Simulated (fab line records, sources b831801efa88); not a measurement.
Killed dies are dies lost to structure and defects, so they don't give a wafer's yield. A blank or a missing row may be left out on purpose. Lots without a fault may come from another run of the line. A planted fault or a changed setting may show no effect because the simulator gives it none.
One fault seen from 2 desks | flow gf180mcu | each desk has only its own numbers; what lay behind them comes last

THE METROLOGY DESK
What the gauges read, lot by lot, whatever tool the lot ran on: means of the sampled wafers that have a number. A lot is out of limits, marked OUT, if its mean lies more than 4 standard deviations from the usual mean; the brackets give that distance.
Columns: A = MVSD_RS at GF_VT_IMPLANT_RS_MEAS_46, usual 456.7 ohm/sq; B = MVPSD_RS at GF_VT_IMPLANT_RS_MEAS_49, usual 1167.5 ohm/sq; C = HV_LDD_CVD_56_THK at GF_HV_LDD_THK_MEAS_57, usual 90.1 nm
lot  | first seen here | A               | B      | C
L815 | day 7 11:51     | 458.5           | 1165.1 | 90.3
L817 | day 8 03:45     | 456.6           | 1169.2 | 89.4
L818 | day 8 07:00     | 456.6           | 1168.7 | 90.9
L819 | day 8 14:35     | 456.4           | 1165.4 | 90.3
L820 | day 8 20:21     | 457.2           | 1167.7 | 90.7
L824 | day 10 01:12    | 454.5           | 1168.5 | 90.2
L825 | day 10 09:17    | 441.5 (-14) OUT | 1167.5 | 89.5
L827 | day 11 00:37    | 441.3 (-14) OUT | 1168.4 | 90.3
L828 | day 11 08:02    | 458.3           | 1169.6 | 90.6
L829 | day 11 14:16    | 459.0           | 1171.7 | 91.6
L830 | day 11 21:24    | 457.0           | 1169.8 | 90.3
L836 | day 13 08:57    | 456.7           | 1166.9 | 89.1
L837 | day 13 21:02    | 457.1           | 1166.2 | 90.6
This desk's finding: out of limits on L825, L827; first on L825, day 10 09:17 (MVSD_RS at GF_VT_IMPLANT_RS_MEAS_46). In limits: L815, L817, L818, L819, L820, L824, L828, L829, L830, L836, L837.

THE TOOL OWNER'S DESK: implanter-04
The tool's own readings at GF_MVSD_IMPLANT_08: means of the sampled wafers that have a number, for each lot that ran on this tool. A lot is out of limits, marked OUT, if its mean lies more than 4 standard deviations from the usual mean; the brackets give that distance.
Columns: A = beam_energy_keV at GF_MVSD_IMPLANT_08, usual 400.02; B = end_station_pressure_torr at GF_MVSD_IMPLANT_08, usual 5.07e-06 Torr
lot  | first seen here | A                        | B
L815 | day 4 09:53     | 400.02                   | 4.96e-06
L819 | day 5 09:08     | 400.18                   | 5.17e-06
L820 | day 5 14:02     | 399.88                   | 5.04e-06
L824 | day 6 12:47     | 399.90                   | 5.04e-06
L825 | day 6 20:05     | 479.09 (+99 or more) OUT | 5.34e-06
L827 | day 7 09:35     | 478.80 (+99 or more) OUT | 5.28e-06
This desk's finding: out of limits on L825, L827; first on L825, day 6 20:05 (beam_energy_keV at GF_MVSD_IMPLANT_08). In limits: L815, L819, L820, L824.

PUT TOGETHER
The tool owner's desk could have raised an alarm at day 6 20:05, on L825, L827.
The metrology desk could have raised an alarm at day 10 09:17, on L825, L827.
Of the lots named, all ran GF_MVSD_IMPLANT_08 on implanter-04.

WHAT THE SIMULATOR HAD PUT IN
Process parameter drift: implanter-04, from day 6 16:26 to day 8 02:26, at GF_MVSD_IMPLANT_08. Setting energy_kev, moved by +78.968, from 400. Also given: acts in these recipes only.
Lots struck among those shown: L825, L827.
Hours from the fault's start to each desk's first reading out of limits: the tool owner's desk, 4; the metrology desk, 89.
